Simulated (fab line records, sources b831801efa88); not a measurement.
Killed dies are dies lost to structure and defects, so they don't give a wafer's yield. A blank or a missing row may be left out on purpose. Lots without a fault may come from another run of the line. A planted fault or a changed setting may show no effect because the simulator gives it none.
Chamber matching | flow sky130 | SKY_VIA4_CMP_02 on cmp-02: 4 sister chambers
The step polishes SiO2. 20 wafers are shown with their chamber, then 10 later ones without.

WAFERS WITH THEIR CHAMBER
wafer  | chamber | motor_current_A (A)
L074.2 | 3       | 10.8
L074.5 | 0       | 15.6
L074.6 | 3       | 10.9
L075.1 | 0       | 14.9
L075.2 | 2       | 11.4
L075.3 | 3       | 10.5
L082.1 | 3       | 10.8
L082.4 | 0       | 14.4
L082.6 | 3       | 10.8
L084.2 | 1       | 14.8
L084.3 | 0       | 14.6
L084.6 | 3       | 10.3
L086.1 | 2       | 11.0
L086.4 | 1       | 15.3
L086.5 | 1       | 14.2
L086.2 | 0       | 15.6
L086.3 | 3       | 11.4
L086.6 | 2       | 11.3
L087.3 | 3       | 10.2
L087.4 | 2       | 11.3

SIGNATURES (means of the wafers above)
reading         | chamber 0 | chamber 1 | chamber 2 | chamber 3 | scatter within a chamber
motor_current_A | 15.020    | 14.767    | 11.250    | 10.713    | 0.43
Rule: a wafer's distance from a chamber is the root of the sum, over the readings, of the square of ((its reading less the chamber's mean) divided by the reading's scatter). The wafer belongs to the nearest chamber; if the next one is less than 2 further off, it can't be placed. The scatter: the root of (the sum of the squares of (reading less its chamber's mean) over the shown wafers, divided by (wafers less chambers)).

WAFERS WITHOUT THEIR CHAMBER
wafer  | motor_current_A (A)
L087.6 | 15.3
L089.4 | 10.4
L089.5 | 15.4
L089.6 | 14.8
L092.2 | 15.2
L092.3 | 15.6
L092.6 | 11.4
L094.3 | 11.2
L094.4 | 15.5
L094.6 | 14.7

WHICH CHAMBER EACH WENT THROUGH
wafer  | from the rows above     | in truth
L087.6 | can't be placed: 0 or 1 | 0
L089.4 | can't be placed: 3 or 2 | 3
L089.5 | can't be placed: 0 or 1 | 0
L089.6 | can't be placed: 1 or 0 | 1
L092.2 | can't be placed: 0 or 1 | 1
L092.3 | can't be placed: 0 or 1 | 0
L092.6 | can't be placed: 2 or 3 | 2
L094.3 | can't be placed: 2 or 3 | 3
L094.4 | can't be placed: 0 or 1 | 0
L094.6 | can't be placed: 1 or 0 | 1
Placed correctly: 0 of 10. Can't be placed from these rows: 10 (the true chamber is among the candidates in 10). Placed wrongly: 0.
